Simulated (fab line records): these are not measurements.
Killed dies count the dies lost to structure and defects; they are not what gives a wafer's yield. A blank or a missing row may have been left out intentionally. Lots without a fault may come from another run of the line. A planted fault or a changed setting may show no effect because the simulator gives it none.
The tool behind it: which one? || flow gf180mcu || Sampling: 12 lots, 36 wafers, 6 of 602 route steps

WHAT THE GAUGES SHOWED, per wafer
GF_POLY_GATE_CD_MEAS_10 targets a cd of 280 nm.
{"lot": "L346", "measured": "day 9 08:59", "on": "cd sem-01", "cd nm (nm)": "282.7 281.8 282.6"}
{"lot": "L347", "measured": "day 9 13:43", "on": "cd sem-01", "cd nm (nm)": "280.9 282.1 280.7"}
{"lot": "L349", "measured": "day 10 03:20", "on": "cd sem-02", "cd nm (nm)": "280.7 281.4 280.9"}
{"lot": "L351", "measured": "day 10 16:10", "on": "cd sem-02", "cd nm (nm)": "278.3 278.2 277.9"}
{"lot": "L352", "measured": "day 10 22:30", "on": "cd sem-02", "cd nm (nm)": "278.5 278.8 277.9"}
{"lot": "L353", "measured": "day 11 10:32", "on": "cd sem-01", "cd nm (nm)": "278.6 279.4 279.1"}
{"lot": "L358", "measured": "day 12 20:40", "on": "cd sem-02", "cd nm (nm)": "283.4 281.8 282.5"}
{"lot": "L362", "measured": "day 14 00:05", "on": "cd sem-02", "cd nm (nm)": "280.3 281.8 279.9"}
{"lot": "L363", "measured": "day 14 07:41", "on": "cd sem-02", "cd nm (nm)": "279.8 278.6 279.5"}
{"lot": "L365", "measured": "day 14 23:44", "on": "cd sem-01", "cd nm (nm)": "280.8 280.5 279.2"}
{"lot": "L366", "measured": "day 15 09:50", "on": "cd sem-02", "cd nm (nm)": "280.2 281.0 279.9"}
{"lot": "L367", "measured": "day 15 16:38", "on": "cd sem-01", "cd nm (nm)": "282.0 281.2 279.5"}

GF_HV_LDD_TW_MEAS_38.
{"lot": "L346", "measured": "day 11 20:46", "on": "film metro-01", "HV_LDD_3_TW": "1416 1424 1419"}
{"lot": "L347", "measured": "day 12 00:52", "on": "film metro-01", "HV_LDD_3_TW": "1426 1422 1428"}
{"lot": "L349", "measured": "day 12 15:43", "on": "film metro-02", "HV_LDD_3_TW": "1419 1425 1424"}
{"lot": "L351", "measured": "day 13 04:48", "on": "film metro-04", "HV_LDD_3_TW": "1522 1531 1530"}
{"lot": "L352", "measured": "day 13 12:20", "on": "film metro-01", "HV_LDD_3_TW": "1421 1415 1416"}
{"lot": "L353", "measured": "day 14 01:04", "on": "film metro-02", "HV_LDD_3_TW": "1535 1536 1530"}
{"lot": "L358", "measured": "day 15 12:44", "on": "film metro-04", "HV_LDD_3_TW": "1532 1538 1537"}
{"lot": "L362", "measured": "day 16 21:07", "on": "film metro-02", "HV_LDD_3_TW": "1431 1435 1433"}
{"lot": "L363", "measured": "day 17 10:22", "on": "film metro-02", "HV_LDD_3_TW": "1424 1431 1427"}
{"lot": "L365", "measured": "day 17 23:28", "on": "film metro-01", "HV_LDD_3_TW": "1419 1419 1426"}
{"lot": "L366", "measured": "day 18 09:34", "on": "film metro-02", "HV_LDD_3_TW": "1444 1449 1444"}
{"lot": "L367", "measured": "day 18 18:38", "on": "film metro-01", "HV_LDD_3_TW": "1424 1421 1427"}

GF_HV_LDD_RS_MEAS_53: a four-point-probe measurement.
{"lot": "L346", "measured": "day 12 16:23", "on": "film metro-02", "HV_LDD_RS (ohm/sq)": "417.8 419.3 417.1"}
{"lot": "L347", "measured": "day 12 20:57", "on": "film metro-02", "HV_LDD_RS (ohm/sq)": "417.5 419.3 418.2"}
{"lot": "L349", "measured": "day 13 12:32", "on": "film metro-01", "HV_LDD_RS (ohm/sq)": "416.4 415.8 416.0"}
{"lot": "L351", "measured": "day 14 00:59", "on": "film metro-02", "HV_LDD_RS (ohm/sq)": "399.1 398.8 398.7"}
{"lot": "L352", "measured": "day 14 09:08", "on": "film metro-04", "HV_LDD_RS (ohm/sq)": "418.6 418.2 416.8"}
{"lot": "L353", "measured": "day 14 22:02", "on": "film metro-01", "HV_LDD_RS (ohm/sq)": "398.5 398.1 396.9"}
{"lot": "L358", "measured": "day 16 10:59", "on": "film metro-01", "HV_LDD_RS (ohm/sq)": "396.8 396.5 396.7"}
{"lot": "L362", "measured": "day 17 20:04", "on": "film metro-01", "HV_LDD_RS (ohm/sq)": "417.5 417.3 418.5"}
{"lot": "L363", "measured": "day 18 09:43", "on": "film metro-01", "HV_LDD_RS (ohm/sq)": "415.4 417.0 416.5"}
{"lot": "L365", "measured": "day 18 23:46", "on": "film metro-02", "HV_LDD_RS (ohm/sq)": "419.2 419.9 418.2"}
{"lot": "L366", "measured": "day 19 09:59", "on": "film metro-04", "HV_LDD_RS (ohm/sq)": "417.9 417.3 417.1"}
{"lot": "L367", "measured": "day 19 19:32", "on": "film metro-04", "HV_LDD_RS (ohm/sq)": "418.6 418.5 418.9"}

WHAT TOOL EACH LOT RAN ON (gives the tool, then ch and the chambers of the sampled wafers, and finally the start)
{"lot": "L346", "GF_POLY_GATE_PEB_08": "litho track-02 ch 0, day 9 08:59 or earlier", "GF_HV_LDD_IMPLANT_35": "implanter-01 ch 0, day 11 20:22", "GF_HV_LDD_STRIP_49": "plasma asher-01 ch 0,1, day 12 16:07"}
{"lot": "L347", "GF_POLY_GATE_PEB_08": "litho track-03 ch 0, day 9 13:43 or earlier", "GF_HV_LDD_IMPLANT_35": "implanter-01 ch 0, day 12 00:28", "GF_HV_LDD_STRIP_49": "plasma asher-03 ch 0,1, day 12 20:37"}
{"lot": "L349", "GF_POLY_GATE_PEB_08": "litho track-03 ch 0, day 10 03:20 or earlier", "GF_HV_LDD_IMPLANT_35": "implanter-01 ch 0, day 12 15:20", "GF_HV_LDD_STRIP_49": "plasma asher-01 ch 0,1, day 13 12:15"}
{"lot": "L351", "GF_POLY_GATE_PEB_08": "litho track-02 ch 0, day 10 16:10 or earlier", "GF_HV_LDD_IMPLANT_35": "implanter-02 ch 0, day 13 04:06", "GF_HV_LDD_STRIP_49": "plasma asher-01 ch 0,1, day 14 00:42"}
{"lot": "L352", "GF_POLY_GATE_PEB_08": "litho track-03 ch 0, day 10 22:30 or earlier", "GF_HV_LDD_IMPLANT_35": "implanter-01 ch 0, day 13 11:58", "GF_HV_LDD_STRIP_49": "plasma asher-01 ch 0,1, day 14 08:51"}
{"lot": "L353", "GF_POLY_GATE_PEB_08": "litho track-02 ch 0, day 11 10:32 or earlier", "GF_HV_LDD_IMPLANT_35": "implanter-02 ch 0, day 14 00:13", "GF_HV_LDD_STRIP_49": "plasma asher-04 ch 0,1, day 14 21:46"}
{"lot": "L358", "GF_POLY_GATE_PEB_08": "litho track-03 ch 0, day 12 20:40 or earlier", "GF_HV_LDD_IMPLANT_35": "implanter-01 ch 0, day 15 12:01", "GF_HV_LDD_STRIP_49": "plasma asher-04 ch 0, day 16 10:43"}
{"lot": "L362", "GF_POLY_GATE_PEB_08": "litho track-03 ch 0, day 14 00:05 or earlier", "GF_HV_LDD_IMPLANT_35": "implanter-03 ch 0, day 16 20:43", "GF_HV_LDD_STRIP_49": "plasma asher-03 ch 0,1, day 17 19:46"}
{"lot": "L363", "GF_POLY_GATE_PEB_08": "litho track-02 ch 0, day 14 07:41 or earlier", "GF_HV_LDD_IMPLANT_35": "implanter-01 ch 0, day 17 09:58", "GF_HV_LDD_STRIP_49": "plasma asher-04 ch 0,1, day 18 09:27"}
{"lot": "L365", "GF_POLY_GATE_PEB_08": "litho track-04 ch 0, day 14 23:44 or earlier", "GF_HV_LDD_IMPLANT_35": "implanter-02 ch 0, day 17 23:05", "GF_HV_LDD_STRIP_49": "plasma asher-04 ch 0,1, day 18 23:28"}
{"lot": "L366", "GF_POLY_GATE_PEB_08": "litho track-02 ch 0, day 15 09:50 or earlier", "GF_HV_LDD_IMPLANT_35": "implanter-01 ch 0, day 18 09:10", "GF_HV_LDD_STRIP_49": "plasma asher-04 ch 0,1, day 19 09:43"}
{"lot": "L367", "GF_POLY_GATE_PEB_08": "litho track-02 ch 0, day 15 16:38 or earlier", "GF_HV_LDD_IMPLANT_35": "implanter-01 ch 0, day 18 18:17", "GF_HV_LDD_STRIP_49": "plasma asher-03 ch 0,1, day 19 19:14"}
- GF_POLY_GATE_PEB_08: peb time 91.92 s.
- GF_HV_LDD_IMPLANT_35
- GF_HV_LDD_STRIP_49: strips in O2/N2.

WHAT THE TOOLS THEMSELVES READ (means of the sampled wafers that have a number; where no wafer has one, the mark that the record gives instead)
GF_POLY_GATE_PEB_08.
{"lot": "L346", "tool": "litho track-02", "chill plate temp C (C)": 22.93, "heater power total W (W)": 85.67, "plate sensor t centre C (C)": 136.14, "plate sensor t edge C (C)": 136.29}
{"lot": "L347", "tool": "litho track-03", "chill plate temp C (C)": 22.83, "heater power total W (W)": 85.75, "plate sensor t centre C (C)": 136.13, "plate sensor t edge C (C)": 136.30}
{"lot": "L349", "tool": "litho track-03", "chill plate temp C (C)": 23.04, "heater power total W (W)": 85.63, "plate sensor t centre C (C)": 136.12, "plate sensor t edge C (C)": 136.29}
{"lot": "L351", "tool": "litho track-02", "chill plate temp C (C)": 23.01, "heater power total W (W)": 85.72, "plate sensor t centre C (C)": 136.12, "plate sensor t edge C (C)": 136.29}
{"lot": "L352", "tool": "litho track-03", "chill plate temp C (C)": 23.00, "heater power total W (W)": 85.69, "plate sensor t centre C (C)": 136.14, "plate sensor t edge C (C)": 136.30}
{"lot": "L353", "tool": "litho track-02", "chill plate temp C (C)": 23.11, "heater power total W (W)": 85.77, "plate sensor t centre C (C)": 136.13, "plate sensor t edge C (C)": 136.30}
{"lot": "L358", "tool": "litho track-03", "chill plate temp C (C)": 22.99, "heater power total W (W)": 85.71, "plate sensor t centre C (C)": 136.13, "plate sensor t edge C (C)": 136.29}
{"lot": "L362", "tool": "litho track-03", "chill plate temp C (C)": 22.93, "heater power total W (W)": 85.68, "plate sensor t centre C (C)": 136.13, "plate sensor t edge C (C)": 136.29}
{"lot": "L363", "tool": "litho track-02", "chill plate temp C (C)": 22.95, "heater power total W (W)": 85.80, "plate sensor t centre C (C)": 136.12, "plate sensor t edge C (C)": 136.29}
{"lot": "L365", "tool": "litho track-04", "chill plate temp C (C)": 22.92, "heater power total W (W)": 85.72, "plate sensor t centre C (C)": 136.12, "plate sensor t edge C (C)": 136.31}
{"lot": "L366", "tool": "litho track-02", "chill plate temp C (C)": 22.92, "heater power total W (W)": 85.74, "plate sensor t centre C (C)": 136.13, "plate sensor t edge C (C)": 136.30}
{"lot": "L367", "tool": "litho track-02", "chill plate temp C (C)": 23.04, "heater power total W (W)": 85.79, "plate sensor t centre C (C)": 136.13, "plate sensor t edge C (C)": 136.29}

GF_HV_LDD_IMPLANT_35.
{"lot": "L346", "tool": "implanter-01", "dose ions cm2": 7.5e+12}
{"lot": "L347", "tool": "implanter-01", "dose ions cm2": 7.5e+12}
{"lot": "L349", "tool": "implanter-01", "dose ions cm2": 7.5e+12}
{"lot": "L351", "tool": "implanter-02", "dose ions cm2": 7.5e+12}
{"lot": "L352", "tool": "implanter-01", "dose ions cm2": 7.5e+12}
{"lot": "L353", "tool": "implanter-02", "dose ions cm2": 7.5e+12}
{"lot": "L358", "tool": "implanter-01", "dose ions cm2": 7.5e+12}
{"lot": "L362", "tool": "implanter-03", "dose ions cm2": 7.5e+12}
{"lot": "L363", "tool": "implanter-01", "dose ions cm2": 7.5e+12}
{"lot": "L365", "tool": "implanter-02", "dose ions cm2": 7.5e+12}
{"lot": "L366", "tool": "implanter-01", "dose ions cm2": 7.5e+12}
{"lot": "L367", "tool": "implanter-01", "dose ions cm2": 7.5e+12}

GF_HV_LDD_STRIP_49.
{"lot": "L346", "tool": "plasma asher-01", "drypump motor current A (A)": 6.1, "heater power w (W)": 290, "oes product au (a.u.)": 0.712, "strip time to endpoint s (s)": 12.66}
{"lot": "L347", "tool": "plasma asher-03", "drypump motor current A (A)": 5.2, "heater power w (W)": 337, "oes product au (a.u.)": 0.715, "strip time to endpoint s (s)": 12.62}
{"lot": "L349", "tool": "plasma asher-01", "drypump motor current A (A)": 5.9, "heater power w (W)": 295, "oes product au (a.u.)": 0.720, "strip time to endpoint s (s)": 12.67}
{"lot": "L351", "tool": "plasma asher-01", "drypump motor current A (A)": 6.1, "heater power w (W)": 291, "oes product au (a.u.)": 0.716, "strip time to endpoint s (s)": 12.63}
{"lot": "L352", "tool": "plasma asher-01", "drypump motor current A (A)": 6.1, "heater power w (W)": 291, "oes product au (a.u.)": 0.716, "strip time to endpoint s (s)": 12.58}
{"lot": "L353", "tool": "plasma asher-04", "drypump motor current A (A)": 5.3, "heater power w (W)": 312, "oes product au (a.u.)": 0.713, "strip time to endpoint s (s)": 12.63}
{"lot": "L358", "tool": "plasma asher-04", "drypump motor current A (A)": 5.1, "heater power w (W)": 301, "oes product au (a.u.)": 0.714, "strip time to endpoint s (s)": 12.69}
{"lot": "L362", "tool": "plasma asher-03", "drypump motor current A (A)": 5.6, "heater power w (W)": 342, "oes product au (a.u.)": 0.720, "strip time to endpoint s (s)": 12.60}
{"lot": "L363", "tool": "plasma asher-04", "drypump motor current A (A)": 5.3, "heater power w (W)": 312, "oes product au (a.u.)": 0.717, "strip time to endpoint s (s)": 12.62}
{"lot": "L365", "tool": "plasma asher-04", "drypump motor current A (A)": 5.4, "heater power w (W)": 325, "oes product au (a.u.)": 0.715, "strip time to endpoint s (s)": 12.66}
{"lot": "L366", "tool": "plasma asher-04", "drypump motor current A (A)": 5.3, "heater power w (W)": 314, "oes product au (a.u.)": 0.711, "strip time to endpoint s (s)": 12.66}
{"lot": "L367", "tool": "plasma asher-03", "drypump motor current A (A)": 5.6, "heater power w (W)": 345, "oes product au (a.u.)": 0.720, "strip time to endpoint s (s)": 12.65}

THE ANSWER, worked out from the rows above alone
Rule: usual is defined by the lots themselves. Put in order of their means at a reading, lots are off if they are a third of the lots or fewer, leave a main group of 4 or more, and stand apart from it by a gap of 3 or more times the standard deviation of the main group's means; of several such gaps the widest counts. Not used: any main group whose means are identical at the precision the tables above print for the reading. A lot without any number at a reading at which 4 lots or more have one is off too. Any other lot the step has rows for is counted as sound. The gauges are gone through in route order, then the tools' own readings, and for those a lot's mean is taken as printed above. The first step at which some lot is off is used, and at that step the reading that is off furthest; a lot without a number counts as furthest.
Off: L351, L353, L358, at GF_HV_LDD_TW_MEAS_38 (HV_LDD_3_TW). The main group: mean 1426, standard deviation 8.1.
If a tool, at a process step before that reading, ran all the lots that are off and no sound lot after the first of them, it fits. Gauges at GF_HV_LDD_TW_MEAS_38: tried the same way as those tools. Because GF_POLY_GATE_PEB_08 lacks a start for some lots, the hours and order of its lots are taken from GF_POLY_GATE_CD_MEAS_10. Of those tried, none fits.

WHAT THE SIMULATOR HAD INSERTED
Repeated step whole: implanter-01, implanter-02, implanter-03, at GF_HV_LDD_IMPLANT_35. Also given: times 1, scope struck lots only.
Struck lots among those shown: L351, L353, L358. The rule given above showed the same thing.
